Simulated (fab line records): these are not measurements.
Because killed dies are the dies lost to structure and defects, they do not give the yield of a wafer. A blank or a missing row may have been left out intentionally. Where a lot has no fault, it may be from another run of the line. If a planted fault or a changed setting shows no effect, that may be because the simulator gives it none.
Which tool was responsible?    flow sky130    18 wafers from 6 lots sampled at 3 of the route's 708 steps

WHAT EACH GAUGE READ, for each wafer
SKY_CAP2M_THK_MEAS_01.
lot   measured      on             CAP2M_CVD_00_THK (nm)
L571  day 40 02:31  film metro-04  15.36 15.38 15.63
L574  day 40 21:40  film metro-03  15.29 15.40 15.74
L576  day 42 10:27  film metro-01  15.58 15.81 15.85
L583  day 44 05:44  film metro-04  15.28 15.47 15.35
L589  day 45 04:02  film metro-04  15.33 15.73 15.56
L592  day 45 17:47  film metro-04  15.63 15.44 15.70

WHICH TOOL RAN EACH LOT (tool, then ch and the chambers of the sampled wafers, then the start)
lot   SKY_CAPM_STRIP_14                     SKY_METAL3_DESCUM_15
L571  plasma asher-04 ch 0,1, day 37 20:50  rie metal-01 ch 1, day 38 22:57
L574  plasma asher-01 ch 0,1, day 38 16:52  rie metal-04 ch 1, day 39 18:08
L576  plasma asher-03 ch 0,1, day 40 06:32  rie metal-01 ch 0,1, day 41 07:44
L583  plasma asher-04 ch 0, day 42 04:35    rie metal-01 ch 0,1, day 43 04:22
L589  plasma asher-03 ch 0,1, day 43 03:37  rie metal-02 ch 0,1, day 44 03:18
L592  plasma asher-03 ch 0,1, day 43 18:16  rie metal-01 ch 0, day 44 17:02
- SKY_CAPM_STRIP_14: strips in O2/N2.
- SKY_METAL3_DESCUM_15: chemistry O2, time 8 s.

THE ANSWER, worked out from the rows above alone
Rule: the usual values come from the lots themselves. Put in order of their means at a reading, lots are off if they are a third of the lots or fewer, leave a main group of 4 or more, and stand apart from it by a gap of 3 or more times the standard deviation of the main group's means; of several such gaps the widest counts. The tables above print the reading to a certain number of digits; a main group whose means all agree to those digits is not used. A lot without any number at a reading at which 4 lots or more have one is off too. Any other lot the step has rows for is counted as sound.
No lot is off on any of the readings shown, so nothing can be concluded from this.

WHAT WAS PUT IN BY THE SIMULATOR
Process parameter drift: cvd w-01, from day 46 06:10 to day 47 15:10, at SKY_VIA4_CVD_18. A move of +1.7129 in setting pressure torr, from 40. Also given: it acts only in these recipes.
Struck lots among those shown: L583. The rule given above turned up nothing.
